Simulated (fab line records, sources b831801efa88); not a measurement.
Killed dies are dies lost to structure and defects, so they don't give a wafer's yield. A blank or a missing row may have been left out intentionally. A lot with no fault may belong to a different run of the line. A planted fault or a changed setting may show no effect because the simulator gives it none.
fab line records	flow gf180mcu	part 1 of 2: steps 1 to 32 of 43
[record] lots = 5	wafers = 15	last-day = 32
route steps=602 shown SAB@266 SALICIDE@278 CONTACT@287
lots with no fault: from the same line, run without faults
start-h: hours from the record's first day to the start of the lot's first wafer shown	wait-h: hours since the lot's step before	" repeats the value in the row above	L1.1+2: one row covering several wafers at once	- no value, or no start given	* or withheld: withheld	< > ~ a bound
route shown NAME@n: NAME is a module with steps in the file, n the number in the route of the first one	usual: the fault-free wafers' mean and standard deviation	same: alike in all rows	chamber/n: place in a boat	sites: the reading at each site	_std_site: their standard deviation	_edge_site: inner sites' mean taken away from outer sites' mean	radius-mm: for every site, how far away it sits from the centre of the wafer	mask NAME#n: copy n	behind: the tool/chamber that last shaped the wafer	hold: what put the lot on hold/how long, in hours/how the hold closed	device: transistor that didn't switch, given as n, p or np	end of line: tests run on the same wafers once the route is complete	a step without rows: its recipe alone	killed: at the first sort, the dies lost to defects and structure; wafer yield is something else	map: the dies of a wafer, with x for killed, . for not killed, _ for no die there
set.NAME: the setting as run; set.NAME@STEP: as run at that earlier step	model.NAME: the simulator's own value behind a step, which no gauge read
certain route steps with their lots: each step a table, each wafer a row
services: the hour from which a tool's chamber was out of use, counted from the record's first day as start-h (under 0 if before that day), plus the number of hours and why
[[steps]]
[step GF_SAB_DEHYDRATE_02]
[recipe] temp-c = 200	time-s = 60
lot.wafer	tool	chamber	start-h	wait-h
L076.1+2+4	litho-track-04	0	337.57	9.6
L077.1+4+5	litho-track-03	0	350.94	9.6
L081.2+3+6	litho-track-01	0	389.71	10.3
L086.1+3+5	litho-track-04	0	432.02	11.5
L088.1+3+5	litho-track-03	0	448.39	12.0
[step GF_SAB_HMDS_03]
[recipe] prime-time-s = 60	prime-temp-c = 120
lot.wafer	tool	chamber	start-h	wait-h
L076.1+2+4	litho-track-04	0	337.72	0.1
L077.1+4+5	litho-track-03	0	351.09	0.1
L081.2+3+6	litho-track-01	0	389.86	0.1
L086.1+3+5	litho-track-04	0	432.17	0.1
L088.1+3+5	litho-track-03	0	448.54	0.1
[step GF_SAB_COAT_04]
[recipe] resist = NOVOLAK	spin-rpm = 3000	resist-thk-nm = 1000
lot.wafer	tool	chamber	start-h	wait-h
L076.1+2+4	litho-track-04	0	337.87	0.1
L077.1+4+5	litho-track-03	0	351.24	0.1
L081.2+3+6	litho-track-01	0	390.01	0.1
L086.1+3+5	litho-track-04	0	432.32	0.1
L088.1+3+5	litho-track-03	0	448.69	0.1
[step GF_SAB_SOFTBAKE_05]
[recipe] temp-c = 90	time-s = 60	resist = NOVOLAK
lot.wafer	tool	chamber	start-h	wait-h
L076.1+2+4	litho-track-04	0	338.02	0.1
L077.1+4+5	litho-track-03	0	351.39	0.1
L081.2+3+6	litho-track-01	0	390.16	0.1
L086.1+3+5	litho-track-04	0	432.47	0.1
L088.1+3+5	litho-track-03	0	448.84	0.1
[step GF_SAB_EXPOSE_06]
[recipe] mask-id = SAB	target-cd-nm = 420	na = 0.6	source-shape = conventional	sigma-outer = 0.6	dose-mj = 140
lot.wafer	tool	chamber	start-h	wait-h	mask
L076.1+2+4	iline-stepper-02	0	-	-	SAB#0
L077.1+4+5	iline-stepper-02	0	-	-	SAB#0
L081.2+3+6	iline-stepper-01	0	-	-	SAB#0
L086.1+3+5	iline-stepper-02	0	-	-	SAB#0
L088.1+3+5	iline-stepper-02	0	-	-	SAB#0
[step GF_SAB_PEB_07]
[recipe] temp-c = withheld	time-s = *	resist = NOVOLAK
lot.wafer	tool	chamber	start-h	wait-h
L076.1+2+4	litho-track-04	0	-	-
L077.1+4+5	litho-track-01	0	-	-
L081.2+3+6	litho-track-03	0	-	-
L086.1+3+5	litho-track-03	0	-	-
L088.1+3+5	litho-track-03	0	-	-
[step GF_SAB_DEVELOP_08]
[recipe] develop-time-s = 60	dev-temp-c = 23
[same] develop-time-s = 60
lot.wafer	tool	chamber	start-h	wait-h
L076.1+2+4	litho-track-04	0	348.57	0.1
L077.1+4+5	litho-track-01	0	361.93	0.1
L081.2+3+6	litho-track-03	0	401.01	0.1
L086.1+3+5	litho-track-03	0	444.89	0.1
L088.1+3+5	litho-track-03	0	461.39	0.1
[step GF_SAB_CD_MEAS_09]
[recipe] target-cd-nm = 420
[usual] cd-nm = 420.4/2.2
lot.wafer	tool	chamber	start-h	wait-h	cd-nm
L076.1	cd-sem-01	-	348.72	0.1	421.4
L076.2	"	-	"	"	418.7
L076.4	"	-	"	"	420.9
L077.1	cd-sem-01	-	362.08	0.1	422.6
L077.4	"	-	"	"	419.6
L077.5	"	-	"	"	420.6
L081.2	cd-sem-01	-	401.16	0.1	421.1
L081.3	"	-	"	"	421.2
L081.6	"	-	"	"	420.4
L086.1	cd-sem-02	-	445.04	0.1	422.6
L086.3	"	-	"	"	424.9
L086.5	"	-	"	"	424.7
L088.1	cd-sem-01	-	461.54	0.1	421.5
L088.3	"	-	"	"	423.0
L088.5	"	-	"	"	421.8
[step GF_SAB_OVL_MEAS_10]
[usual] SAB_OVL = 0.6/1.4
lot.wafer	tool	chamber	start-h	wait-h	SAB_OVL[nm]
L076.1	overlay-02	-	348.84	0.1	-0.3
L076.2	"	-	"	"	2.5
L076.4	"	-	"	"	0.9
L077.1	overlay-02	-	362.20	0.1	1.7
L077.4	"	-	"	"	2.1
L077.5	"	-	"	"	2.9
L081.2	overlay-01	-	401.26	0.1	-0.8
L081.3	"	-	"	"	0.5
L081.6	"	-	"	"	0.6
L086.1	overlay-01	-	445.16	0.1	0.5
L086.3	"	-	"	"	0.8
L086.5	"	-	"	"	-0.2
L088.1	overlay-02	-	461.66	0.1	4.3
L088.3	"	-	"	"	1.1
L088.5	"	-	"	"	1.9
[step GF_SAB_ETCH_11]
[recipe] chemistry = C4F8/O2/Ar	mask-material = NOVOLAK	target = SiO2	target-depth-nm = 55	source-w = 1500	bias-w = 1200	pressure-mtorr = 40	c4f8-flow-sccm = withheld	O2_flow_sccm = 6	Ar_flow_sccm = 300	time-s = 8.5
[usual] chamber-pressure-mTorr = 40.00/0.037	oes-product-au = 0.997/0.01
lot.wafer	tool	chamber	start-h	wait-h	chamber-pressure-mTorr	oes-product-au	rf-hours-counter-h
L076.1	rie-diel-04	2	348.87	0.0	40.05	0.993	3
L076.2	"	0	"	"	40.01	1.022	39
L076.4	"	1	"	"	40.08	0.995	83
L077.1	rie-diel-01	0	362.24	0.0	39.99	0.992	6
L077.4	"	1	"	"	40.00	0.994	5
L077.5	"	2	"	"	39.97	0.973	-
L081.2	rie-diel-03	3	401.29	0.0	40.01	0.987	7
L081.3	"	0	"	"	39.97	0.983	51
L081.6	"	3	"	"	40.00	0.988	-
L086.1	rie-diel-03	1	445.19	0.0	39.91	0.995	7
L086.3	"	2	"	"	40.01	1.000	77
L086.5	"	2	"	"	39.99	0.991	-
L088.1	rie-diel-04	0	461.69	0.0	40.01	1.007	41
L088.3	"	2	"	"	40.06	0.993	6
L088.5	"	2	"	"	39.98	0.989	-
[step GF_SAB_WET_ETCH_12]
[recipe] chemistry = dHF	target-depth-nm = 22	dry = n2-spin	target = SiO2	temp-c = 25	dilution = 100:1	time-s = 440
lot.wafer	tool	chamber	start-h	wait-h
L076.1+2+4	wet-bench-02	0	348.89	0.0
L077.1+4+5	wet-bench-04	0	362.26	0.0
L081.2+3+6	wet-bench-04	2	401.31	0.0
L086.1+3+5	wet-bench-02	0	445.21	0.0
L088.1+3+5	wet-bench-04	3	461.71	0.0
[step GF_SAB_STRIP_13]
[recipe] chemistry = O2/N2	power-w = 1400	pressure-mtorr = 1500	platen-temp-c = 250	o2-flow-sccm = 3000	n2-flow-sccm = 300	overash-fraction = 0.5
[usual] chamber-pressure-mTorr = 1499.9/1.2	drypump-motor-current-A = 6.0/0.34	heater-power-w = 330/22	oes-product-au = 0.709/0.0047	strip-time-to-endpoint-s = 12.60/0.035
lot.wafer	tool	chamber	start-h	wait-h	chamber-pressure-mTorr	drypump-motor-current-A	heater-power-w	oes-product-au	rf-hours-counter-h	strip-time-to-endpoint-s
L076.1	plasma-asher-03	1	349.04	0.0	1497.4	6.0	307	0.712	23	12.55
L076.2	"	0	"	"	1501.0	5.7	307	0.717	23	12.52
L076.4	"	1	"	"	1499.9	6.1	305	0.709	-	12.57
L077.1	plasma-asher-04	1	362.39	0.0	1500.5	5.9	338	0.710	62	12.63
L077.4	"	1	"	"	1497.5	5.9	328	0.712	-	12.59
L077.5	"	1	"	"	1499.2	5.9	342	0.714	-	12.59
L081.2	plasma-asher-04	1	401.45	0.0	1499.7	5.9	337	0.714	67	12.58
L081.3	"	1	"	"	1500.9	6.0	340	0.705	-	12.58
L081.6	"	0	"	"	1499.7	6.3	355	0.711	-	12.58
L086.1	plasma-asher-02	1	445.34	0.0	1498.5	6.6	366	0.703	68	12.55
L086.3	"	1	"	"	1499.9	6.6	366	0.717	-	12.62
L086.5	"	0	"	"	1498.7	5.4	306	0.712	-	12.62
L088.1	plasma-asher-04	0	461.86	0.0	1499.8	6.2	353	0.708	73	12.62
L088.3	"	1	"	"	1499.0	5.9	333	0.713	-	12.62
L088.5	"	0	"	"	1499.4	6.3	344	0.717	-	12.61
[step GF_SALICIDE_CLEAN_00]
[recipe] chemistry = SC1/SC2	mix = 1:4:20	temp-c = 70	time-s = 150
lot.wafer	tool	chamber	start-h	wait-h
L076.1+2+4	wet-bench-04	0	349.14	0.1
L077.1+4+5	wet-bench-02	3	362.49	0.1
L081.2+3+6	wet-bench-02	0	401.55	0.1
L086.1+3+5	wet-bench-01	0	445.44	0.1
L088.1+3+5	wet-bench-02	3	461.96	0.1
[step GF_SALICIDE_WET_ETCH_01]
[recipe] chemistry = dHF	target-depth-nm = 5	dry = ipa-marangoni	target = SiO2	temp-c = 25	dilution = 100:1	time-s = 100
lot.wafer	tool	chamber	start-h	wait-h
L076.1+2+4	wet-bench-01	2	349.20	0.0
L077.1+4+5	wet-bench-01	0	362.54	0.0
L081.2+3+6	wet-bench-04	2	401.60	0.0
L086.1+3+5	wet-bench-02	2	445.49	0.0
L088.1+3+5	wet-bench-04	0	462.01	0.0
[step GF_SALICIDE_SPUTTER_02]
[recipe] material = Co	target-thk-nm = 10	power-w = 1000	time-s = 20	chamber-pressure-pa = 0.4
[usual] throttle-valve-pct = 30.0/0.84
lot.wafer	tool	chamber	start-h	wait-h	throttle-valve-pct
L076.1	pvd-sputter-01	-	349.23	0.0	29.8
L076.2	"	-	"	"	31.0
L076.4	"	-	"	"	29.7
L077.1	pvd-sputter-01	-	362.58	0.0	31.2
L077.4	"	-	"	"	29.7
L077.5	"	-	"	"	29.4
L081.2	pvd-sputter-02	-	401.63	0.0	31.5
L081.3	"	-	"	"	29.1
L081.6	"	-	"	"	31.9
L086.1	pvd-sputter-01	-	445.57	0.0	31.5
L086.3	"	-	"	"	29.7
L086.5	"	-	"	"	29.9
L088.1	pvd-sputter-03	-	462.05	0.0	29.6
L088.3	"	-	"	"	30.6
L088.5	"	-	"	"	30.0
[step GF_SALICIDE_SPUTTER_03]
[recipe] material = TiN	target-thk-nm = 20	power-w = 6500	time-s = 16.7	chamber-pressure-pa = 0.4
[usual] throttle-valve-pct = 30.0/0.84
lot.wafer	tool	chamber	start-h	wait-h	throttle-valve-pct
L076.1	pvd-sputter-01	-	349.26	0.0	29.8
L076.2	"	-	"	"	31.7
L076.4	"	-	"	"	29.4
L077.1	pvd-sputter-01	-	362.60	0.0	31.6
L077.4	"	-	"	"	29.6
L077.5	"	-	"	"	29.7
L081.2	pvd-sputter-02	-	401.66	0.0	31.4
L081.3	"	-	"	"	29.2
L081.6	"	-	"	"	31.7
L086.1	pvd-sputter-01	-	445.59	0.0	31.3
L086.3	"	-	"	"	30.0
L086.5	"	-	"	"	29.7
L088.1	pvd-sputter-03	-	462.07	0.0	29.8
L088.3	"	-	"	"	30.5
L088.5	"	-	"	"	29.8
[step GF_SALICIDE_RS_MEAS_04]
[recipe] thk-meas-gauge = four-point-probe	reads = TiN_of_SALICIDE_SPUTTER_03+Co_of_SALICIDE_SPUTTER_02
[usual] SALICIDE_TIN_RS = 16.4/0.4
lot.wafer	tool	chamber	start-h	wait-h	SALICIDE_TIN_RS[ohm/sq]
L076.1	film-metro-04	-	349.29	0.0	15.9
L076.2	"	-	"	"	16.4
L076.4	"	-	"	"	15.9
L077.1	film-metro-04	-	362.63	0.0	16.9
L077.4	"	-	"	"	16.7
L077.5	"	-	"	"	16.7
L081.2	film-metro-04	-	401.71	0.0	16.6
L081.3	"	-	"	"	16.2
L081.6	"	-	"	"	16.5
L086.1	film-metro-03	-	445.62	0.0	15.9
L086.3	"	-	"	"	15.9
L086.5	"	-	"	"	15.7
L088.1	film-metro-04	-	462.10	0.0	16.8
L088.3	"	-	"	"	16.9
L088.5	"	-	"	"	17.2
[step GF_SALICIDE_THK_MEAS_05]
[recipe] thk-meas-gauge = xrf	reads = TiN_of_SALICIDE_SPUTTER_03
[usual] SALICIDE_TIN_THK = 19.8/0.32
lot.wafer	tool	chamber	start-h	wait-h	SALICIDE_TIN_THK[nm]
L076.1	film-metro-04	-	349.41	0.1	20.2
L076.2	"	-	"	"	20.3
L076.4	"	-	"	"	20.6
L077.1	film-metro-04	-	362.75	0.1	20.1
L077.4	"	-	"	"	20.3
L077.5	"	-	"	"	20.1
L081.2	film-metro-04	-	401.82	0.1	20.2
L081.3	"	-	"	"	20.2
L081.6	"	-	"	"	20.2
L086.1	film-metro-03	-	445.74	0.1	20.1
L086.3	"	-	"	"	20.5
L086.5	"	-	"	"	20.3
L088.1	film-metro-04	-	462.22	0.1	19.5
L088.3	"	-	"	"	19.7
L088.5	"	-	"	"	19.6
[step GF_SALICIDE_RTA_06]
[recipe] temp-c = 530	time-s = 30	ambient = N2
[usual] lamp-power-pct = 6.74/0.2	wafer_temp_C_max = 532.4/0.73
lot.wafer	tool	chamber	start-h	wait-h	lamp-power-pct	wafer_temp_C_max
L076.1	rtp-anneal-02	0	349.47	0.1	6.99	533.1
L076.2	"	0	"	"	6.99	533.6
L076.4	"	0	"	"	6.98	533.7
L077.1	rtp-anneal-01	0	362.81	0.1	6.58	531.4
L077.4	"	0	"	"	6.58	531.5
L077.5	"	0	"	"	6.59	532.0
L081.2	rtp-anneal-01	0	401.88	0.1	6.59	532.3
L081.3	"	0	"	"	6.58	532.3
L081.6	"	0	"	"	6.58	532.3
L086.1	rtp-anneal-01	0	445.80	0.1	6.58	533.3
L086.3	"	0	"	"	6.58	532.1
L086.5	"	0	"	"	6.59	532.1
L088.1	rtp-anneal-02	0	462.28	0.1	6.99	532.7
L088.3	"	0	"	"	7.01	532.5
L088.5	"	0	"	"	6.99	533.4
[step GF_SALICIDE_WET_ETCH_07]
[recipe] chemistry = SPM	target-depth-nm = 120	dry = n2-spin
lot.wafer	tool	chamber	start-h	wait-h
L076.1+2+4	wet-bench-04	1	349.57	0.1
L077.1+4+5	wet-bench-04	2	362.91	0.1
L081.2+3+6	wet-bench-04	2	401.97	0.1
L086.1+3+5	wet-bench-02	3	445.90	0.1
L088.1+3+5	wet-bench-01	1	462.38	0.1
[step GF_SALICIDE_RTA_08]
[recipe] temp-c = 800	time-s = 30	ambient = N2
[usual] lamp-power-pct = 18.8/0.57	wafer_temp_C_max = 803.9/1.1
lot.wafer	tool	chamber	start-h	wait-h	lamp-power-pct	wafer_temp_C_max
L076.1	rtp-anneal-01	0	349.67	0.0	18.3	802.6
L076.2	"	0	"	"	18.3	802.4
L076.4	"	0	"	"	18.3	803.0
L077.1	rtp-anneal-02	0	363.00	0.0	19.4	805.0
L077.4	"	0	"	"	19.4	804.2
L077.5	"	0	"	"	19.4	806.0
L081.2	rtp-anneal-02	0	402.07	0.0	19.4	805.1
L081.3	"	0	"	"	19.4	805.4
L081.6	"	0	"	"	19.4	804.1
L086.1	rtp-anneal-01	0	446.08	0.0	18.3	803.0
L086.3	"	0	"	"	18.3	802.3
L086.5	"	0	"	"	18.3	802.6
L088.1	rtp-anneal-01	0	462.47	0.0	18.3	802.8
L088.3	"	0	"	"	18.3	802.1
L088.5	"	0	"	"	18.3	802.7
[step GF_CONTACT_CVD_00]
[recipe] material = SiO2	target-thk-nm = 300	sigma-open-frac = 0.3	temp-c = 400	time-s = 50	sih4-flow-sccm = 57.79	pressure-mtorr = 6
[usual] pressure-mtorr = 6.000/0.012
lot.wafer	tool	chamber	start-h	wait-h	pressure-mtorr
L076.1	hdpcvd-01	1	349.77	0.1	6.005
L076.2	"	0	"	"	5.997
L076.4	"	0	"	"	6.023
L077.1	hdpcvd-02	2	363.10	0.1	5.993
L077.4	"	2	"	"	6.006
L077.5	"	1	"	"	6.003
L081.2	hdpcvd-02	1	402.16	0.1	6.012
L081.3	"	0	"	"	5.998
L081.6	"	2	"	"	6.015
L086.1	hdpcvd-01	2	446.18	0.1	6.004
L086.3	"	0	"	"	6.005
L086.5	"	0	"	"	6.008
L088.1	hdpcvd-02	1	462.57	0.1	5.999
L088.3	"	0	"	"	6.006
L088.5	"	0	"	"	5.983
[step GF_CONTACT_THK_MEAS_01]
[recipe] reads = SiO2_of_CONTACT_CVD_00
[usual] CONTACT_CVD_00_THK = 291/3.1
lot.wafer	tool	chamber	start-h	wait-h	CONTACT_CVD_00_THK[nm]
L076.1	film-metro-01	-	349.82	0.0	292
L076.2	"	-	"	"	294
L076.4	"	-	"	"	290
L077.1	film-metro-01	-	363.15	0.0	285
L077.4	"	-	"	"	285
L077.5	"	-	"	"	291
L081.2	film-metro-02	-	402.21	0.0	291
L081.3	"	-	"	"	294
L081.6	"	-	"	"	290
L086.1	film-metro-04	-	446.35	0.1	291
L086.3	"	-	"	"	293
L086.5	"	-	"	"	292
L088.1	film-metro-04	-	462.62	0.0	288
L088.3	"	-	"	"	290
L088.5	"	-	"	"	289
[step GF_CONTACT_CVD_02]
[recipe] material = SiO2	target-thk-nm = 860	precursor = TEOS	temp-c = 400	time-s = 95.992	rf-w = 600
[usual] heater-power-w = 636/94
lot.wafer	tool	chamber	start-h	wait-h	heater-power-w
L076.1	pecvd-01	0	349.88	0.1	860
L076.2	"	1	"	"	573
L076.4	"	1	"	"	653
L077.1	pecvd-03	2	363.21	0.1	503
L077.4	"	2	"	"	531
L077.5	"	1	"	"	696
L081.2	pecvd-02	2	402.26	0.0	566
L081.3	"	0	"	"	662
L081.6	"	2	"	"	638
L086.1	pecvd-02	0	446.41	0.1	613
L086.3	"	2	"	"	711
L086.5	"	1	"	"	534
L088.1	pecvd-03	0	462.68	0.1	636
L088.3	"	1	"	"	780
L088.5	"	1	"	"	627
[step GF_CONTACT_THK_MEAS_03]
[recipe] reads = SiO2_of_CONTACT_CVD_02
[usual] CONTACT_CVD_02_THK = 863/10
lot.wafer	tool	chamber	start-h	wait-h	CONTACT_CVD_02_THK[nm]
L076.1	film-metro-04	-	349.95	0.0	852
L076.2	"	-	"	"	836
L076.4	"	-	"	"	856
L077.1	film-metro-01	-	363.30	0.1	848
L077.4	"	-	"	"	874
L077.5	"	-	"	"	873
L081.2	film-metro-01	-	402.34	0.0	863
L081.3	"	-	"	"	869
L081.6	"	-	"	"	862
L086.1	film-metro-04	-	446.48	0.0	878
L086.3	"	-	"	"	870
L086.5	"	-	"	"	874
L088.1	film-metro-02	-	462.75	0.0	851
L088.3	"	-	"	"	852
L088.5	"	-	"	"	869
[step GF_CONTACT_CMP_04]
[recipe] material = SiO2	down-force-psi = 4	platen-rpm = 60	pad-velocity-m-s = 0.94248
[usual] motor-current-A = 11.4/0.94	time-to-endpoint-s = 115/6.3
lot.wafer	tool	chamber	start-h	wait-h	motor-current-A	time-to-endpoint-s
L076.1	cmp-02	0	350.01	0.1	12.4	116
L076.2	"	2	"	"	10.4	103
L076.4	"	3	"	"	10.4	103
L077.1	cmp-01	1	363.41	0.1	11.6	101
L077.4	"	2	"	"	12.9	114
L077.5	"	1	"	"	11.5	111
L081.2	cmp-02	2	402.49	0.1	10.8	111
L081.3	"	3	"	"	9.9	105
L081.6	"	1	"	"	10.4	111
L086.3	cmp-01	3	446.68	0.2	11.3	124
L086.1	"	2	"	"	13.1	119
L086.5	"	3	"	"	11.0	130
L088.1	cmp-02	3	462.86	0.1	10.3	99
L088.3	"	0	"	"	12.9	113
L088.5	"	3	"	"	10.3	106
[step GF_CONTACT_BOW_MEAS_05]
[recipe] mode = bow
[usual] CONTACT_BOW = 64/6.8
lot.wafer	tool	chamber	start-h	wait-h	CONTACT_BOW[um]
L076.1	film-metro-01	-	350.31	0.2	70
L076.2	"	-	"	"	64
L076.4	"	-	"	"	73
L077.1	film-metro-01	-	363.66	0.2	64
L077.4	"	-	"	"	66
L077.5	"	-	"	"	60
L081.2	film-metro-02	-	402.71	0.2	74
L081.3	"	-	"	"	67
L081.6	"	-	"	"	64
L086.1	film-metro-01	-	446.98	0.1	65
L086.3	"	-	"	"	63
L086.5	"	-	"	"	65
L088.1	film-metro-04	-	463.11	0.2	69
L088.3	"	-	"	"	67
L088.5	"	-	"	"	62
[step GF_CONTACT_DEHYDRATE_06]
[recipe] temp-c = 200	time-s = 60
lot.wafer	tool	chamber	start-h	wait-h
L076.1+2+4	litho-track-01	0	360.68	10.4
L077.1+4+5	litho-track-03	0	373.69	10.0
L081.2+3+6	litho-track-02	0	414.00	11.3
L086.1+3+5	litho-track-03	0	459.24	12.2
L088.1+3+5	litho-track-03	0	474.74	11.6
[step GF_CONTACT_HMDS_07]
[recipe] prime-time-s = 60	prime-temp-c = 120
lot.wafer	tool	chamber	start-h	wait-h
L076.1+2+4	litho-track-01	0	360.83	0.1
L077.1+4+5	litho-track-03	0	373.84	0.1
L081.2+3+6	litho-track-02	0	414.15	0.1
L086.1+3+5	litho-track-03	0	459.39	0.1
L088.1+3+5	litho-track-03	0	474.89	0.1
[step GF_CONTACT_COAT_08]
[recipe] resist = BARC	temp-c = withheld	time-s = withheld	spin-rpm = withheld	resist-thk-nm = withheld
lot.wafer	tool	chamber	start-h	wait-h
L076.1+2+4	litho-track-01	0	360.98	0.1
L077.1+4+5	litho-track-03	0	373.99	0.1
L081.2+3+6	litho-track-02	0	414.30	0.1
L086.1+3+5	litho-track-03	0	459.54	0.1
L088.1+3+5	litho-track-03	0	475.04	0.1
[step GF_CONTACT_COAT_09]
[recipe] resist = KrF	spin-rpm = withheld	resist-thk-nm = 1000
lot.wafer	tool	chamber	start-h	wait-h
L076.1+2+4	litho-track-01	0	-	-
L077.1+4+5	litho-track-03	0	-	-
L081.2+3+6	litho-track-02	0	-	-
L086.1+3+5	litho-track-03	0	-	-
L088.1+3+5	litho-track-03	0	-	-
[step GF_CONTACT_SOFTBAKE_10]
[recipe] temp-c = 130	time-s = 60	resist = KrF
lot.wafer	tool	chamber	start-h	wait-h
L076.1+2+4	litho-track-01	0	-	-
L077.1+4+5	litho-track-03	0	-	-
L081.2+3+6	litho-track-02	0	-	-
L086.1+3+5	litho-track-03	0	-	-
L088.1+3+5	litho-track-03	0	-	-
